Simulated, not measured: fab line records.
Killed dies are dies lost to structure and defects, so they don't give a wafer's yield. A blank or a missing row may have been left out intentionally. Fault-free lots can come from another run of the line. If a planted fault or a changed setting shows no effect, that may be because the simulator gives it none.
A struck lot beside a sound one -- flow sfqLine -- 42 steps out of a route of 325
Sound: these wafers, L685.1, L685.3, L685.5. The struck wafers were L678.1, L678.2, L678.6. Last of all comes the cause.
Per side, at each step with rows, come the tool, then ch with its chambers, and then its first start. Under that, the readings that differ: sound wafers -- struck wafers -- difference of the means -- sigmas: that difference in standard deviations of wafers without a fault.
alike: a reading whose means differ by less than 2 such deviations, as well as words and numbers matching on both sides. not compared: withheld readings; readings where some wafer has no value; bounds like >300 that might hide an equal value; numbers whose values overlap and for which the record gives no deviation.
A row with sigmas, a row that says differs or no value, or rows on one side alone: a step with any of these is where the two part. When numbers do not overlap yet have no deviation, they are printed without sigmas and do not part them. A reading that every wafer of one side lacks parts them only if that side has two wafers or more.

first, 6 steps without rows for these wafers: SFQ_TRILAYER_I3_VIA_LITHO_COAT_090 (resist thk 62 nm); SFQ_TRILAYER_I3_VIA_LITHO_COAT_085 (resist thk 650 nm); SFQ_TRILAYER_I3_VIA_LITHO_SOFTBAKE_089; SFQ_TRILAYER_I3_VIA_LITHO_EXPOSE_086 (exposes mask I3, target cd 500 nm); SFQ_TRILAYER_I3_VIA_LITHO_PEB_088 (peb time 60 s); SFQ_TRILAYER_I3_VIA_LITHO_DEVELOP_087 (time 60 s).
SFQ_I3_OVL_MEAS_923:
  sound on overlay-02 at day 37 12:25; struck on overlay-01 at day 35 04:28
  alike: I3_OVL
then, 2 steps without rows for these wafers: SFQ_TRILAYER_I3_VIA_BARC_OPEN_VIA_ETCH_121 (etches BARC in O2, target depth 125 nm, time 41.7 s); SFQ_TRILAYER_I3_VIA_ETCH_VIA_ETCH_088 (etches SiO2 in CHF3, stops on Nb, target depth 260 nm).
SFQ_TRILAYER_I3_VIA_STRIP_STRIP_089: strips in O2.
  sound on rieMetal-02 ch 1, day 37 12:37; struck on rieMetal-01 ch 0,1, day 35 04:40
reading,sound,struck,difference,sigmas
drypumpMotorCurrentA (A),5.9 6.0 6.0,5.1 5.2 5.1,-0.8,-2
  alike: oesProductAu
  not compared: rfHoursCounterH
then, 2 steps without rows for these wafers: SFQ_TRILAYER_I3_VIA_STRIP_SOLV_CLEAN_090 (cleans in NMP, time 600 s); SFQ_TRILAYER_M4_DEP_PRE_CLEAN_092 (time 22.5 s).
SFQ_TRILAYER_M4_DEP_SPUTTER_091: material Nb, target thk 200 nm, time 133.3 s.
  sound on pvdSputter-03 at day 37 14:01; struck on pvdSputter-05 at day 35 05:28
reading,sound,struck,difference,sigmas
cathodeDcPowerW (W),2000.0 2000.1 2000.0,2369.3 2369.4 2369.4,+369.3,+99 or more
model.Nb_of_TRILAYER_M4_DEP_SPUTTER_091.thkNm (nm),202.9 204.4 205.3,238.1 240 237.5,+34.3,
  alike: basePressurePa, throttleValvePct
SFQ_M4_RS_MEAS_924: a four-point-probe measurement.
  sound on filmMetro-04 at day 37 14:07; struck on filmMetro-03 at day 35 05:34
reading,sound,struck,difference,sigmas
M4_NB_RS (ohm/sq),0.878 0.870 0.867,0.744 0.740 0.748,-0.128,-12
then, 6 steps without rows for these wafers: SFQ_TRILAYER_M4_LITHO_COAT_098 (resist thk 62 nm); SFQ_TRILAYER_M4_LITHO_COAT_093 (resist thk 600 nm); SFQ_TRILAYER_M4_LITHO_SOFTBAKE_097; SFQ_TRILAYER_M4_LITHO_EXPOSE_094 (exposes mask M4, target cd 500 nm); SFQ_TRILAYER_M4_LITHO_PEB_096 (peb time 60 s); SFQ_TRILAYER_M4_LITHO_DEVELOP_095 (time 60 s).
-- the record jumps here: 2 days lie between the struck wafers' starts before and after --
SFQ_M4_OVL_MEAS_926:
  sound on overlay-02 at day 39 05:50; struck on overlay-01 at day 37 15:26
reading,sound,struck,difference,sigmas
M4_OVL (nm),-11 -4 -8,12 14 17,+22,+3
SFQ_TRILAYER_M4_BARC_OPEN_METAL_ETCH_123: etches BARC in O2, target depth 125 nm, time 41.7 s.
  sound on rieMetal-03 ch 0,1, day 39 05:52; struck on rieMetal-04 ch 0,1, day 37 15:28
  alike: drypumpMotorCurrentA, oesProductAu
  not compared: rfHoursCounterH
SFQ_TRILAYER_M4_ETCH_METAL_ETCH_096: etches Nb in Cl2/Ar, stops on SiO2, target depth 240 nm, time 120 s.
  sound on rieMetal-03 ch 0,1, day 39 05:56; struck on rieMetal-04 ch 0,1, day 37 15:32
reading,sound,struck,difference,sigmas
oesProductAu (a.u.),0.903 0.905 0.911,0.991 0.985 0.987,+0.081,+10
  alike: drypumpMotorCurrentA
  not compared: rfHoursCounterH
then, 4 steps without rows for these wafers: SFQ_TRILAYER_M4_STRIP_STRIP_097 (strips in O2); SFQ_TRILAYER_M4_STRIP_SOLV_CLEAN_098 (cleans in NMP, time 600 s); SFQ_TRILAYER_I4_DEP_PECVD_099 (deposits SiO2 from SiH4/N2O, time 111.11 s, target thk 500 nm); SFQ_TRILAYER_I4_CMP_CMP_100 (polishes SiO2).
-- the record jumps here: 3 days lie between the struck wafers' starts before and after --
SFQ_I4_BOW_MEAS_927:
  sound on filmMetro-01 at day 42 04:42; struck on filmMetro-03 at day 40 09:13
  alike: I4_BOW
SFQ_TRILAYER_I4_METRO_MEASURE_101:
  sound on filmMetro-01 at day 42 04:49; struck on filmMetro-03 at day 40 09:20
  alike: thkNm
then, 6 steps without rows for these wafers: SFQ_TRILAYER_I4_VIA_LITHO_COAT_108 (resist thk 62 nm); SFQ_TRILAYER_I4_VIA_LITHO_COAT_103 (resist thk 650 nm); SFQ_TRILAYER_I4_VIA_LITHO_SOFTBAKE_107; SFQ_TRILAYER_I4_VIA_LITHO_EXPOSE_104 (exposes mask I4, target cd 700 nm); SFQ_TRILAYER_I4_VIA_LITHO_PEB_106 (peb time 60 s); SFQ_TRILAYER_I4_VIA_LITHO_DEVELOP_105 (time 60 s).
-- the record jumps here: 4 days lie between the struck wafers' starts before and after --
SFQ_I4_OVL_MEAS_928:
  sound on overlay-01 at day 46 05:52; struck on overlay-02 at day 44 08:16
  alike: I4_OVL
then, 1 step without rows for these wafers: SFQ_TRILAYER_I4_VIA_BARC_OPEN_VIA_ETCH_146 (etches BARC in O2, target depth 125 nm, time 41.7 s).
SFQ_TRILAYER_I4_VIA_ETCH_VIA_ETCH_106: etches SiO2 in CHF3, stops on Nb, target depth 260 nm.
  sound on rieDiel-02 ch 1,3, day 46 05:56; struck on rieDiel-02 ch 1,3, day 44 08:20
  alike: drypumpMotorCurrentA, oesProductAu
SFQ_TRILAYER_I4_VIA_STRIP_STRIP_107: strips in O2.
  sound on rieMetal-02 ch 0,1, day 46 06:03; struck on rieMetal-02 ch 0,1, day 44 08:27
  alike: drypumpMotorCurrentA, oesProductAu
  not compared: rfHoursCounterH
then, 2 steps without rows for these wafers: SFQ_TRILAYER_I4_VIA_STRIP_SOLV_CLEAN_108 (cleans in NMP, time 600 s); SFQ_TRILAYER_JJ_TRILAYER_DEP_PRE_CLEAN_113 (time 22.5 s).
-- the record jumps here: 34 days lie between the struck wafers' starts before and after --
SFQ_M8_BOW_MEAS_951:
  sound on filmMetro-03 at day 79 16:37; struck on filmMetro-02 at day 78 15:25
reading,sound,struck,difference,sigmas
model.etest.m4.ohmUm,1.747 1.735 1.73,1.494 1.496 1.511,-0.237,
model.etest.i3.linkOhm,1.971 1.949 1.963,1.796 1.773 1.802,-0.171,
model.etest.i4.linkOhm,2.147 2.165 2.126,2.041 2.003 2.015,-0.126,
model.etest.m4.ohmSq,0.8771 0.8704 0.8665,0.7474 0.7412 0.7491,-0.1254,
  alike: M8_BOW

## WHERE THEY PART
At SFQ_TRILAYER_I3_VIA_STRIP_STRIP_089 first; at SFQ_TRILAYER_M4_ETCH_METAL_ETCH_096 last (within this record only). Later steps at which nothing parts them and some readings are alike: SFQ_I4_BOW_MEAS_927, SFQ_TRILAYER_I4_METRO_MEASURE_101, SFQ_I4_OVL_MEAS_928, SFQ_TRILAYER_I4_VIA_ETCH_VIA_ETCH_106, SFQ_TRILAYER_I4_VIA_STRIP_STRIP_107, SFQ_M8_BOW_MEAS_951.

WHY: what the simulator had put in
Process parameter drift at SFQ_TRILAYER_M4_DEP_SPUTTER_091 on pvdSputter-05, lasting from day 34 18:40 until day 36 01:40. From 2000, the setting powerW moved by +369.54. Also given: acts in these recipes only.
